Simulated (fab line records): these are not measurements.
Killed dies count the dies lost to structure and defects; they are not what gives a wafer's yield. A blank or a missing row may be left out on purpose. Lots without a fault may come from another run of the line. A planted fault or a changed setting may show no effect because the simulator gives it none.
fab line records	flow sky130
record lots=6	wafers=18	lastDay=50
route steps=708 shown VIA4@651 METAL5@661 PAD_OPEN@708
lots with no fault: from the same line, run without faults
startH: hours from the record's opening day to when the first of the lot's shown wafers began	waitH: hours elapsed since this lot's preceding step	" same as the row above	L1.1+2: a single row standing in for several wafers	- no value, or no start given	* or withheld: withheld	< > ~ a bound
route shown NAME@n: a module of which the file shows steps, and the number in the route of the first	usual: the fault-free wafers' mean and standard deviation	same: alike in all rows	chamber/n: place in a boat	sites: each site's reading	_std_site: standard deviation of those values	_edge_site: outer sites' mean less inner sites'	radiusMm: for every site, how far away it sits from the centre of the wafer	mask NAME#n: copy n	behind: the last tool/chamber to shape the wafer	hold: what put the lot on hold/how long, in hours/how the hold closed	device: names the non-switching transistor (n, p or np)	end of line: the tests these same wafers got at the end of their route	a step with no rows: only its recipe	killed: at the first sort, the dies lost to defects and structure; wafer yield is something else	map: a wafer's dies, x killed, . not, _ none there
set.NAME: the run value of the setting; set.NAME@STEP: its run value at that earlier step	model.NAME: the simulator's own value behind a step, which no gauge read
lots seen at some steps along the route; tables by step, rows by wafer
services: when a tool's chamber went out of use (startH, in hours from the record's first day, below 0 if earlier), for how many hours, and the reason
## steps
# step SKY_VIA4_ETCH_12
# recipe target=SiO2	chemistry=C4F8/O2/Ar	stopOn=TiN	maskMaterial=NOVOLAK	sourceW=1500	biasW=1200	pressureMtorr=40	c4f8FlowSccm=withheld	O2_flow_sccm=6	Ar_flow_sccm=300	timeS=withheld	targetDepthA=5800
# step SKY_VIA4_STRIP_13
# recipe chemistry=O2/N2	powerW=1400	pressureMtorr=1500	platenTempC=withheld	o2FlowSccm=3000	n2FlowSccm=300	overashFraction=0.5
# usual drypumpMotorCurrentA=5.5/0.36	n2FlowSccm=300.0/1	oesProductAu=0.709/0.0041	stripTimeToEndpointS=12.814/0.03
lot.wafer	tool	chamber	startH	waitH	drypumpMotorCurrentA	n2FlowSccm	oesProductAu	rfHoursCounterH	stripTimeToEndpointS
L610.1	plasmaAsher-04	0	1006.00	-	5.2	299.8	0.712	116	12.805
L610.2	"	1	"	"	5.1	300.5	0.710	116	12.859
L610.6	"	0	"	"	5.2	299.8	0.716	-	12.800
L616.3	plasmaAsher-04	0	1053.93	-	5.2	299.9	0.710	-	12.890
L616.4	"	1	"	"	5.1	300.3	0.709	-	12.825
L616.5	"	0	"	"	5.2	301.0	0.710	-	12.880
L621.1	plasmaAsher-02	0	1085.61	-	5.9	300.8	0.706	66	12.810
L621.4	"	1	"	"	6.0	300.4	0.717	-	12.821
L621.5	"	0	"	"	5.9	299.2	0.707	-	12.829
L622.1	plasmaAsher-02	0	1098.06	-	5.9	301.1	0.712	67	12.839
L622.3	"	0	"	"	5.9	301.5	0.709	-	12.820
L622.4	"	1	"	"	6.0	301.1	0.711	-	12.756
L627.2	plasmaAsher-02	1	1122.56	-	6.0	299.4	0.714	69	12.804
L627.4	"	1	"	"	6.0	299.7	0.701	-	12.839
L627.6	"	0	"	"	5.9	299.9	0.713	-	12.804
L631.1	plasmaAsher-02	1	1143.30	-	6.0	298.1	0.714	71	12.810
L631.3	"	1	"	"	5.9	299.7	0.709	-	12.809
L631.5	"	0	"	"	5.9	300.3	0.717	-	12.791
# step SKY_VIA4_STRIP_14
# recipe chemistry=postEtchResidueRemover	timeS=1200	tempC=72.5
# step SKY_VIA4_CLEAN_15
# recipe chemistry=IPA	timeS=180	tempC=25
# step SKY_VIA4_CLEAN_16
# recipe chemistry=O3/DIW	dry=n2Spin
# step SKY_VIA4_SPUTTER_17
# recipe material=TiN	targetThkNm=20	chamberPressurePa=5	powerW=4000	timeS=80
# step SKY_VIA4_CVD_18
# recipe material=W	targetThkNm=505	timeS=152.14	tempC=400	pressureTorr=40
# step SKY_VIA4_RS_MEAS_19
# recipe thkMeasGauge=four-point-probe	reads=W_of_VIA4_CVD_18+TiN_of_VIA4_SPUTTER_17
# usual VIA4_W_RS=0.226/0.0038
lot.wafer	tool	chamber	startH	waitH	VIA4_W_RS[ohm/sq]
L610.1	filmMetro-01	-	1006.85	0.1	0.224
L610.2	"	-	"	"	0.224
L610.6	"	-	"	"	0.229
L616.3	filmMetro-01	-	1054.78	0.1	0.219
L616.4	"	-	"	"	0.224
L616.5	"	-	"	"	0.220
L621.1	filmMetro-02	-	1086.46	0.1	0.231
L621.4	"	-	"	"	0.227
L621.5	"	-	"	"	0.226
L622.1	filmMetro-04	-	1098.91	0.1	0.234
L622.3	"	-	"	"	0.227
L622.4	"	-	"	"	0.229
L627.2	filmMetro-04	-	1123.39	0.1	0.224
L627.4	"	-	"	"	0.218
L627.6	"	-	"	"	0.218
L631.1	filmMetro-04	-	1144.10	0.1	0.229
L631.3	"	-	"	"	0.231
L631.5	"	-	"	"	0.229
# step SKY_VIA4_THK_MEAS_20
# recipe thkMeasGauge=xrf	reads=W_of_VIA4_CVD_18
# usual VIA4_W_THK=517/10
lot.wafer	tool	chamber	startH	waitH	VIA4_W_THK[nm]
L610.1	filmMetro-01	-	1006.97	0.1	522
L610.2	"	-	"	"	524
L610.6	"	-	"	"	510
L616.3	filmMetro-01	-	1054.88	0.1	531
L616.4	"	-	"	"	520
L616.5	"	-	"	"	529
L621.1	filmMetro-02	-	1086.58	0.1	510
L621.4	"	-	"	"	516
L621.5	"	-	"	"	516
L622.1	filmMetro-04	-	1099.03	0.1	497
L622.3	"	-	"	"	511
L622.4	"	-	"	"	508
L627.2	filmMetro-04	-	1123.50	0.1	530
L627.4	"	-	"	"	539
L627.6	"	-	"	"	539
L631.1	filmMetro-04	-	1144.22	0.1	507
L631.3	"	-	"	"	502
L631.5	"	-	"	"	511
# step SKY_VIA4_CMP_21
# recipe stopOn=SiO2	tOverpolishS=25	downForcePsi=3.5	platenRpm=60	targetThkNm=0	padVelocityMS=0.94248
# step SKY_METAL5_SPUTTER_00
# recipe material=Ti	targetThkNm=15	powerW=3000	timeS=10	chamberPressurePa=0.4
# step SKY_METAL5_SPUTTER_01
# recipe material=TiN	targetThkNm=20	powerW=6500	timeS=16.7	chamberPressurePa=0.4
# step SKY_METAL5_SPUTTER_02
# recipe material=AlCu	targetThkNm=1150	powerW=10600	timeS=61.2	chamberPressurePa=0.4
# usual throttleValvePct=29.9/1.1
lot.wafer	tool	chamber	startH	waitH	throttleValvePct	model.AlCu_of_METAL5_SPUTTER_02.thkNm
L610.1	pvdSputter-04	-	1007.51	0.0	30.8	1141
L610.2	"	-	"	"	30.7	1145
L610.6	"	-	"	"	31.3	1140
L616.3	pvdSputter-02	-	1055.27	0.0	28.2	1130
L616.4	"	-	"	"	31.3	1136
L616.5	"	-	"	"	28.0	1132
L621.1	pvdSputter-04	-	1086.99	0.0	30.8	1226
L621.4	"	-	"	"	30.5	1220
L621.5	"	-	"	"	30.7	1226
L622.1	pvdSputter-04	-	1099.44	0.0	28.5	1215
L622.3	"	-	"	"	31.2	1223
L622.4	"	-	"	"	30.7	1198
L627.2	pvdSputter-03	-	1125.02	0.0	29.7	1173
L627.4	"	-	"	"	29.3	1175
L627.6	"	-	"	"	29.1	1170
L631.1	pvdSputter-03	-	1144.77	0.0	29.4	1163
L631.3	"	-	"	"	29.6	1175
L631.5	"	-	"	"	29.5	1178
# step SKY_METAL5_SPUTTER_03
# recipe material=Ti	targetThkNm=5	powerW=3000	timeS=3.3	chamberPressurePa=0.4
# usual throttleValvePct=29.9/1.2
lot.wafer	tool	chamber	startH	waitH	throttleValvePct
L610.1	pvdSputter-04	-	1007.56	0.0	30.8
L610.2	"	-	"	"	30.7
L610.6	"	-	"	"	31.3
L616.3	pvdSputter-02	-	1055.32	0.0	28.4
L616.4	"	-	"	"	31.5
L616.5	"	-	"	"	27.7
L621.1	pvdSputter-04	-	1087.04	0.0	30.9
L621.4	"	-	"	"	30.9
L621.5	"	-	"	"	30.4
L622.1	pvdSputter-04	-	1099.49	0.0	28.6
L622.3	"	-	"	"	31.2
L622.4	"	-	"	"	30.5
L627.2	pvdSputter-03	-	1125.07	0.0	29.2
L627.4	"	-	"	"	29.5
L627.6	"	-	"	"	29.1
L631.1	pvdSputter-03	-	1144.83	0.0	29.4
L631.3	"	-	"	"	29.7
L631.5	"	-	"	"	29.4
# step SKY_METAL5_SPUTTER_04
# recipe material=TiN	targetThkNm=70	powerW=6500	timeS=58.3	chamberPressurePa=0.4
# usual throttleValvePct=29.9/1.1
lot.wafer	tool	chamber	startH	waitH	throttleValvePct
L610.1	pvdSputter-04	-	1007.58	0.0	30.6
L610.2	"	-	"	"	30.8
L610.6	"	-	"	"	31.4
L616.3	pvdSputter-02	-	1055.33	0.0	28.4
L616.4	"	-	"	"	31.6
L616.5	"	-	"	"	27.9
L621.1	pvdSputter-04	-	1087.06	0.0	31.1
L621.4	"	-	"	"	31.0
L621.5	"	-	"	"	30.7
L622.1	pvdSputter-04	-	1099.50	0.0	28.4
L622.3	"	-	"	"	31.1
L622.4	"	-	"	"	30.5
L627.2	pvdSputter-03	-	1125.09	0.0	29.4
L627.4	"	-	"	"	29.5
L627.6	"	-	"	"	29.3
L631.1	pvdSputter-03	-	1144.85	0.0	29.4
L631.3	"	-	"	"	29.6
L631.5	"	-	"	"	29.1
# step SKY_METAL5_RS_MEAS_05
# recipe thkMeasGauge=four-point-probe	reads=TiN_of_METAL5_SPUTTER_04+Ti_of_METAL5_SPUTTER_03+AlCu_of_METAL5_SPUTTER_02+TiN_of_METAL5_SPUTTER_01+Ti_of_METAL5_SPUTTER_00
# usual METAL5_ALCU_RS=0.0270/0.00031
lot.wafer	tool	chamber	startH	waitH	METAL5_ALCU_RS[ohm/sq]
L610.1	filmMetro-03	-	1007.63	0.0	0.0273
L610.2	"	-	"	"	0.0271
L610.6	"	-	"	"	0.0273
L616.3	filmMetro-01	-	1055.42	0.1	0.0275
L616.4	"	-	"	"	0.0274
L616.5	"	-	"	"	0.0275
L621.1	filmMetro-03	-	1087.11	0.0	0.0254
L621.4	"	-	"	"	0.0255
L621.5	"	-	"	"	0.0254
L622.1	filmMetro-01	-	1099.55	0.0	0.0256
L622.3	"	-	"	"	0.0254
L622.4	"	-	"	"	0.0260
L627.2	filmMetro-03	-	1125.15	0.0	0.0265
L627.4	"	-	"	"	0.0265
L627.6	"	-	"	"	0.0266
L631.1	filmMetro-03	-	1144.91	0.0	0.0268
L631.3	"	-	"	"	0.0265
L631.5	"	-	"	"	0.0265
# step SKY_METAL5_THK_MEAS_06
# recipe thkMeasGauge=xrf	reads=AlCu_of_METAL5_SPUTTER_02
# usual METAL5_ALCU_THK=1139/13
lot.wafer	tool	chamber	startH	waitH	METAL5_ALCU_THK[nm]
L610.1	filmMetro-03	-	1007.75	0.1	1127
L610.2	"	-	"	"	1129
L610.6	"	-	"	"	1129
L616.3	filmMetro-01	-	1055.52	0.1	1120
L616.4	"	-	"	"	1125
L616.5	"	-	"	"	1116
L621.1	filmMetro-03	-	1087.23	0.1	1217
L621.4	"	-	"	"	1208
L621.5	"	-	"	"	1216
L622.1	filmMetro-01	-	1099.67	0.1	1201
L622.3	"	-	"	"	1217
L622.4	"	-	"	"	1178
L627.2	filmMetro-03	-	1125.26	0.1	1158
L627.4	"	-	"	"	1160
L627.6	"	-	"	"	1158
L631.1	filmMetro-03	-	1145.03	0.1	1143
L631.3	"	-	"	"	1154
L631.5	"	-	"	"	1159
# step SKY_METAL5_DEHYDRATE_07
# recipe tempC=200	timeS=60
# step SKY_METAL5_HMDS_08
# recipe primeTimeS=60	primeTempC=120
# step SKY_METAL5_COAT_09
# recipe resist=NOVOLAK	spinRpm=3000	resistThkNm=1800
# step SKY_METAL5_SOFTBAKE_10
# recipe tempC=90	timeS=60	resist=NOVOLAK
# step SKY_METAL5_EXPOSE_11
# recipe maskId=MM5	na=0.6	sourceShape=conventional	sigmaOuter=0.6	polarization=unpolarized	targetCdNm=1600	doseMj=190
# step SKY_METAL5_PEB_12
# recipe tempC=withheld	timeS=*	resist=NOVOLAK
# step SKY_METAL5_DEVELOP_13
# recipe resist=NOVOLAK	developer=TMAH	developTimeS=60	devTempC=23
# step SKY_METAL5_DESCUM_14
# recipe chemistry=O2	sourcePowerW=150	biasPowerW=0	pressureMtorr=10	tempC=40	timeS=11
# usual drypumpMotorCurrentA=5.6/0.32	oesProductAu=1.002/0.008
lot.wafer	tool	chamber	startH	waitH	drypumpMotorCurrentA	oesProductAu	rfHoursCounterH
L610.1	rieMetal-02	0	1030.78	0.1	5.2	1.012	14
L610.2	"	1	"	"	5.8	1.008	4
L610.6	"	1	"	"	5.8	1.006	-
L616.3	rieMetal-01	0	1076.10	0.1	5.9	0.995	-
L616.4	"	1	"	"	5.6	1.004	-
L616.5	"	1	"	"	5.6	1.006	-
L621.1	rieMetal-01	1	1107.50	0.1	5.5	0.988	11
L621.4	"	1	"	"	5.5	1.000	-
L621.5	"	0	"	"	5.9	0.993	-
L622.1	rieMetal-02	1	1119.25	0.1	5.8	1.008	10
L622.3	"	1	"	"	5.8	1.002	-
L622.4	"	0	"	"	5.2	1.007	-
L627.2	rieMetal-02	1	1143.54	0.1	5.8	0.992	12
L627.4	"	0	"	"	5.2	1.009	-
L627.6	"	0	"	"	5.2	0.996	-
L631.1	rieMetal-02	1	1163.46	0.1	5.8	1.004	14
L631.3	"	0	"	"	5.2	1.003	-
L631.5	"	0	"	"	5.2	1.007	-
# step SKY_METAL5_METAL_ETCH_15
# recipe targetDepthA=12600	stopOn=SiO2	overEtchFrac=0.2	timeS=252	chemistry=Cl2/BCl3	resistSidewallDeg=86	pressureMtorr=10	icpW=900	biasW=48.5	Cl2_flow_sccm=60	bcl3FlowSccm=30
# usual biasW=48.50/0.15	drypumpMotorCurrentA=5.6/0.32	oesProductAu=0.894/0.005	throttleValvePct=22.264/0.0087
lot.wafer	tool	chamber	startH	waitH	biasW	drypumpMotorCurrentA	oesProductAu	rfHoursCounterH	throttleValvePct
L610.1	rieMetal-02	0	1030.83	0.0	48.52	5.2	0.894	14	22.259
L610.2	"	1	"	"	48.53	5.8	0.897	4	22.266
L610.6	"	1	"	"	48.48	5.8	0.883	-	22.259
L616.3	rieMetal-01	0	1076.20	0.1	48.44	5.9	0.902	-	22.271
L616.4	"	1	"	"	48.44	5.5	0.895	-	22.265
L616.5	"	1	"	"	48.49	5.5	0.895	-	22.269
L621.1	rieMetal-01	1	1107.54	0.0	48.65	5.5	0.915	11	22.266
L621.4	"	1	"	"	48.49	5.6	0.910	-	22.266
L621.5	"	0	"	"	48.55	5.9	0.911	-	22.258
L622.1	rieMetal-02	1	1119.29	0.0	48.41	5.8	0.913	10	22.263
L622.3	"	1	"	"	48.11	5.8	0.909	-	22.273
L622.4	"	0	"	"	48.70	5.2	0.902	-	22.273
L627.2	rieMetal-02	1	1143.57	0.0	48.63	5.8	0.899	12	22.273
L627.4	"	0	"	"	48.50	5.2	0.892	-	22.266
L627.6	"	0	"	"	48.34	5.2	0.898	-	22.267
L631.1	rieMetal-02	1	1163.49	0.0	48.73	5.8	0.893	14	22.258
L631.3	"	0	"	"	48.64	5.2	0.896	-	22.259
L631.5	"	0	"	"	48.74	5.2	0.896	-	22.270
# step SKY_METAL5_STRIP_16
# recipe chemistry=O2/N2	powerW=1400	pressureMtorr=1500	platenTempC=withheld	o2FlowSccm=3000	n2FlowSccm=300	overashFraction=0.5
# usual drypumpMotorCurrentA=5.8/0.44	n2FlowSccm=300.1/0.93	oesProductAu=0.711/0.0045	stripTimeToEndpointS=13.07/0.13
lot.wafer	tool	chamber	startH	waitH	drypumpMotorCurrentA	n2FlowSccm	oesProductAu	rfHoursCounterH	stripTimeToEndpointS
L610.1	plasmaAsher-02	0	1031.14	0.2	5.9	299.9	0.717	60	13.09
L610.2	"	1	"	"	6.0	299.4	0.715	60	13.08
L610.6	"	0	"	"	6.0	300.6	0.715	-	13.11
L616.3	plasmaAsher-03	0	1076.39	0.1	6.5	300.1	0.711	-	13.00
L616.4	"	1	"	"	5.9	299.0	0.711	-	13.09
L616.5	"	0	"	"	6.5	300.3	0.708	-	13.04
L621.1	plasmaAsher-03	0	1107.77	0.2	6.5	299.2	0.704	36	13.13
L621.4	"	1	"	"	5.9	299.7	0.705	-	13.11
L621.5	"	1	"	"	5.9	299.3	0.703	-	13.23
L622.1	plasmaAsher-03	0	1119.52	0.2	6.5	298.7	0.707	37	13.03
L622.3	"	1	"	"	5.9	300.7	0.719	-	12.99
L622.4	"	0	"	"	6.5	299.3	0.710	-	13.05
L627.2	plasmaAsher-01	1	1143.81	0.2	5.3	301.3	0.713	98	13.07
L627.4	"	0	"	"	5.2	300.8	0.704	-	12.97
L627.6	"	0	"	"	5.2	299.8	0.710	-	13.04
L631.1	plasmaAsher-01	1	1163.72	0.2	5.4	299.8	0.715	100	13.05
L631.3	"	1	"	"	5.3	298.7	0.706	-	13.03
L631.5	"	1	"	"	5.4	300.0	0.712	-	13.07
# step SKY_PAD_OPEN_PROBE_99
# usual defectLimitedYield=82.4/1.9	killed_at_M0_to_M3=44/7	killed_at_M4_up=3.2/1.8	killedAtContacts=24/5.1	killedAtFrontEnd=15/4.3	killedAtOther=0.3/0.5	killedDies=86/9.6	killedOpen=48/7.1	killedShort=38/6.7	sort_bin_3_pad_short=0.9/0.44	sort_bin_5_function=10.3/1.5	sort_bin_6_memory=6.4/1.1	sortNPass=406/9.6	sortYieldPct=82.4/1.9
# same grossDies=492	killedAtBackSide=0	sort_bin_4_leakage[%]=0	sort_bin_8_speed[%]=0
lot.wafer	tool	chamber	startH	waitH	defectLimitedYield[%]	killed_at_M0_to_M3	killed_at_M4_up	killedAtContacts	killedAtFrontEnd	killedAtOther	killedDies	killedOpen	killedShort	sort_bin_3_pad_short[%]	sort_bin_5_function[%]	sort_bin_6_memory[%]	sortNPass	sortYieldPct[%]	model.etest.met5.rsOhmSq	model.etest.met5.lineOhmUm
L610.1	prober-02	-	1077.92	0.1	81.7	43	3	25	19	0	90	40	50	0.8	10.8	6.7	402	81.7	0.02742	0.01711
L610.2	prober-02	-	1077.97	0.1	84.8	34	2	29	9	1	75	45	30	0.2	9.1	5.9	417	84.8	0.02721	0.01699
L610.6	prober-02	-	1078.17	0.2	81.3	47	3	25	17	0	92	49	43	0.8	9.1	8.7	400	81.3	0.02752	0.01712
L616.3	prober-02	-	1121.26	0.2	81.3	43	6	24	18	1	92	53	39	0.6	11.2	6.9	400	81.3	0.02767	0.01729
L616.4	prober-02	-	1121.31	0.2	82.9	46	2	19	17	0	84	50	34	1.2	9.8	6.1	408	82.9	0.02737	0.0171
L616.5	prober-02	-	1121.36	0.2	80.3	40	3	37	17	0	97	52	45	1.4	9.8	8.5	395	80.3	0.02761	0.01727
L621.1	prober-01	-	1148.95	0.1	81.5	50	3	26	11	1	91	46	43	1.4	11.4	5.7	401	81.5	0.02545	0.01599
L621.4	prober-01	-	1149.10	0.2	83.1	41	3	21	18	0	83	42	38	0.8	8.3	7.7	409	83.1	0.02568	0.01606
L621.5	prober-01	-	1149.15	0.2	79.5	51	3	28	19	0	101	53	47	1.6	12.2	6.7	391	79.5	0.02571	0.01605
L622.1	prober-02	-	1159.36	0.1	82.1	39	2	30	17	0	88	46	42	1.0	9.8	7.1	404	82.1	0.02576	0.01611
L622.3	prober-02	-	1159.46	0.2	84.6	35	4	25	12	0	76	46	30	0.4	8.1	6.9	416	84.6	0.02595	0.01629
L622.4	prober-02	-	1159.51	0.2	80.1	38	5	31	24	0	98	53	45	0.2	12.6	7.1	394	80.1	0.026	0.01628
L627.2	prober-01	-	1182.32	0.1	85.8	39	1	19	10	1	70	39	30	0.4	8.1	5.7	422	85.8	0.02674	0.01678
L627.4	prober-01	-	1182.42	0.2	82.5	47	4	21	14	0	86	50	34	0.8	11.2	5.5	406	82.5	0.02655	0.01673
L627.6	prober-01	-	1182.52	0.2	85.6	44	1	14	11	1	71	39	32	1.2	8.1	5.1	421	85.6	0.02654	0.01672
L631.1	prober-01	-	1199.27	0.1	81.3	47	2	26	17	0	92	48	44	1.2	13.2	4.3	400	81.3	0.0268	0.0168
L631.3	prober-01	-	1199.37	0.2	82.1	39	4	29	15	1	88	35	52	1.0	10.4	6.5	404	82.1	0.02673	0.01671
L631.5	prober-01	-	1199.47	0.2	80.7	55	5	26	9	0	95	44	50	1.0	11.6	6.7	397	80.7	0.02653	0.01663
# killed by level:class
L610.1 CONTACT:geometricParticle:open=9 VIA1:geometricParticle:open=9 CONTACT:geometricParticle:short=8 VIA3:geometricParticle:open=7 METAL3:geometricParticle:short=6 FIELD_ISO:geometricParticle:short=4 POLY_GATE:geometricParticle:open=4 POLY_GATE:geometricParticle:short=4
L610.2 CONTACT:geometricParticle:open=11 VIA1:geometricParticle:open=7 VIA2:geometricParticle:open=7 LI_CONTACT:geometricParticle:open=6 FIELD_ISO:geometricParticle:open=5 CONTACT:geometricParticle:short=5 LI_CONTACT:geometricParticle:short=4 METAL1:geometricParticle:short=4
L610.6 VIA1:geometricParticle:open=10 LI_CONTACT:geometricParticle:open=9 METAL1:geometricParticle:short=8 VIA3:geometricParticle:open=7 CONTACT:geometricParticle:short=6 CONTACT:geometricParticle:open=6 VIA2:geometricParticle:open=6 METAL3:geometricParticle:short=5
L616.3 VIA1:geometricParticle:open=15 CONTACT:geometricParticle:short=8 FIELD_ISO:geometricParticle:short=7 CONTACT:geometricParticle:open=7 FIELD_ISO:geometricParticle:open=6 VIA2:geometricParticle:open=6 LI_CONTACT:geometricParticle:open=6 VIA3:geometricParticle:open=5
L616.4 VIA1:geometricParticle:open=13 METAL2:geometricParticle:short=7 CONTACT:geometricParticle:open=7 VIA3:geometricParticle:open=6 LI_CONTACT:geometricParticle:open=5 VIA1:geometricParticle:short=5 FIELD_ISO:geometricParticle:open=4 POLY_CUT:geometricParticle:open=3
L616.5 CONTACT:geometricParticle:open=14 VIA1:geometricParticle:open=11 LI_CONTACT:geometricParticle:open=9 POLY_GATE:geometricParticle:short=8 VIA2:geometricParticle:open=7 METAL1:geometricParticle:short=6 CONTACT:geometricParticle:short=5 VIA1:geometricParticle:short=5
L621.1 LI_CONTACT:geometricParticle:open=11 METAL2:geometricParticle:short=9 METAL1:geometricParticle:short=8 VIA1:geometricParticle:open=8 VIA3:geometricParticle:open=8 CONTACT:geometricParticle:open=7 VIA1:geometricParticle:short=7 LOCAL_INTERCONNECT:geometricParticle:short=4
L621.4 VIA3:geometricParticle:open=8 METAL2:geometricParticle:short=8 CONTACT:geometricParticle:open=7 FIELD_ISO:geometricParticle:open=5 CONTACT:geometricParticle:short=5 VIA2:geometricParticle:open=5 METAL1:geometricParticle:short=4 VIA1:geometricParticle:short=4
L621.5 VIA1:geometricParticle:open=14 LI_CONTACT:geometricParticle:open=10 CONTACT:geometricParticle:open=9 METAL2:geometricParticle:short=7 VIA2:geometricParticle:open=6 VIA1:geometricParticle:short=6 FIELD_ISO:geometricParticle:open=5 FIELD_ISO:geometricParticle:short=5
L622.1 VIA1:geometricParticle:open=9 LI_CONTACT:geometricParticle:open=9 LI_CONTACT:geometricParticle:short=6 CONTACT:geometricParticle:open=6 FIELD_ISO:geometricParticle:open=5 METAL2:geometricParticle:short=5 POLY_GATE:geometricParticle:open=5 VIA1:geometricParticle:short=5
L622.3 LI_CONTACT:geometricParticle:open=9 VIA1:geometricParticle:open=8 CONTACT:geometricParticle:open=7 METAL1:geometricParticle:short=5 METAL2:geometricParticle:short=5 VIA2:geometricParticle:open=5 VIA3:geometricParticle:open=5 POLY_GATE:geometricParticle:open=4
L622.4 CONTACT:geometricParticle:open=10 LI_CONTACT:geometricParticle:open=9 POLY_GATE:geometricParticle:short=6 METAL1:geometricParticle:short=6 VIA2:geometricParticle:open=6 FIELD_ISO:geometricParticle:open=5 CONTACT:geometricParticle:short=5 VIA2:geometricParticle:short=4
L627.2 CONTACT:geometricParticle:open=11 VIA1:geometricParticle:open=8 VIA1:geometricParticle:short=6 VIA3:geometricParticle:open=6 VIA2:geometricParticle:open=4 VIA3:geometricParticle:short=4 LI_CONTACT:geometricParticle:short=3 CONTACT:geometricParticle:short=3
L627.4 VIA1:geometricParticle:open=18 CONTACT:geometricParticle:open=8 LI_CONTACT:geometricParticle:open=6 VIA3:geometricParticle:open=6 POLY_GATE:geometricParticle:open=4 VIA2:geometricParticle:short=4 METAL1:geometricParticle:short=4 VIA2:geometricParticle:open=4
L627.6 VIA1:geometricParticle:open=13 METAL1:geometricParticle:short=8 VIA3:geometricParticle:open=7 POLY_GATE:geometricParticle:open=4 LI_CONTACT:geometricParticle:open=4 CONTACT:geometricParticle:short=4 CONTACT:geometricParticle:open=4 METAL2:geometricParticle:short=4
L631.1 CONTACT:geometricParticle:open=10 VIA1:geometricParticle:open=10 VIA3:geometricParticle:open=8 POLY_GATE:geometricParticle:short=7 VIA2:geometricParticle:open=6 CONTACT:geometricParticle:short=6 FIELD_ISO:geometricParticle:short=4 FIELD_ISO:geometricParticle:open=4
L631.3 METAL1:geometricParticle:short=12 CONTACT:geometricParticle:open=11 VIA1:geometricParticle:open=8 LI_CONTACT:geometricParticle:open=7 METAL2:geometricParticle:short=5 FIELD_ISO:geometricParticle:short=4 POLY_GATE:geometricParticle:short=4 SPACER:geometricParticle:short=4
L631.5 CONTACT:geometricParticle:open=8 VIA3:geometricParticle:open=8 CONTACT:geometricParticle:short=7 VIA1:geometricParticle:open=7 METAL2:geometricParticle:short=7 VIA2:geometricParticle:open=7 LI_CONTACT:geometricParticle:open=6 METAL3:geometricParticle:short=6
## services
tool	chamber	startH	hours	kind
rieMetal-02	1	993.90	5.6	repair
pvdSputter-03	-	994.57	1.2	repair
plasmaAsher-02	-	1000.25	0.6	repair
pvdSputter-03	3	1018.35	-	consumableReplace:kit
pvdSputter-03	3	1018.35	18.0	scheduledDown
pvdSputter-03	3	1018.35	18.0	ventCycle
pvdSputter-03	-	1045.94	2.6	repair
plasmaAsher-04	-	1055.25	9.0	pm
plasmaAsher-04	0	1055.25	9.0	ventCycle
plasmaAsher-04	1	1055.25	9.0	ventCycle
plasmaAsher-01	-	1071.03	2.4	repair
pvdSputter-03	2	1103.99	-	consumableReplace:kit
pvdSputter-03	2	1103.99	18.0	scheduledDown
pvdSputter-03	2	1103.99	18.0	ventCycle
pvdSputter-04	3	1111.48	-	consumableReplace:kit
pvdSputter-04	3	1111.48	18.0	scheduledDown
pvdSputter-04	3	1111.48	18.0	ventCycle
pvdSputter-04	-	1123.53	2.3	repair
pvdSputter-02	2	1128.12	-	consumableReplace:kit
pvdSputter-02	2	1128.12	18.0	scheduledDown
pvdSputter-02	2	1128.12	18.0	ventCycle
pvdSputter-03	1	1148.26	-	consumableReplace:kit
pvdSputter-03	1	1148.26	18.0	scheduledDown
pvdSputter-03	1	1148.26	18.0	ventCycle
## key
firstSign step=SKY_METAL5_RS_MEAS_05	reading=METAL5_ALCU_RS	direction=down	sigmas=4.9	usual=0.0270	struck=0.0255
effect step=SKY_METAL5_THK_MEAS_06	reading=METAL5_ALCU_THK	direction=up	sigmas=5.2	usual=1139	struck=1206
effect step=SKY_METAL5_METAL_ETCH_15	reading=oesProductAu	direction=up	sigmas=3.2	usual=0.894	struck=0.910	wafersMoved=5
modelEffect step=SKY_METAL5_SPUTTER_02	value=AlCu_of_METAL5_SPUTTER_02.thkNm	without=1144	struck=1218
modelEffect step=SKY_PAD_OPEN_PROBE_99	value=etest.met5.rsOhmSq	without=0.02744	struck=0.02576
metAt SKY_METAL5_SPUTTER_02
struckWafers L621.1,L621.4,L621.5,L622.1,L622.3,L622.4
onsetBetween 1007.51 1086.99
alsoFits SKY_METAL5_SPUTTER_03:pvdSputter-04,SKY_METAL5_SPUTTER_04:pvdSputter-04
fault kind=processParameterDrift	tool=pvdSputter-04	chamber=-	onsetH=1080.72	steps=SKY_METAL5_SPUTTER_02	channel=targetThkNm	offset=74.013	shape=step	endH=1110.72	actsIn=theseRecipesOnly	stated=1150
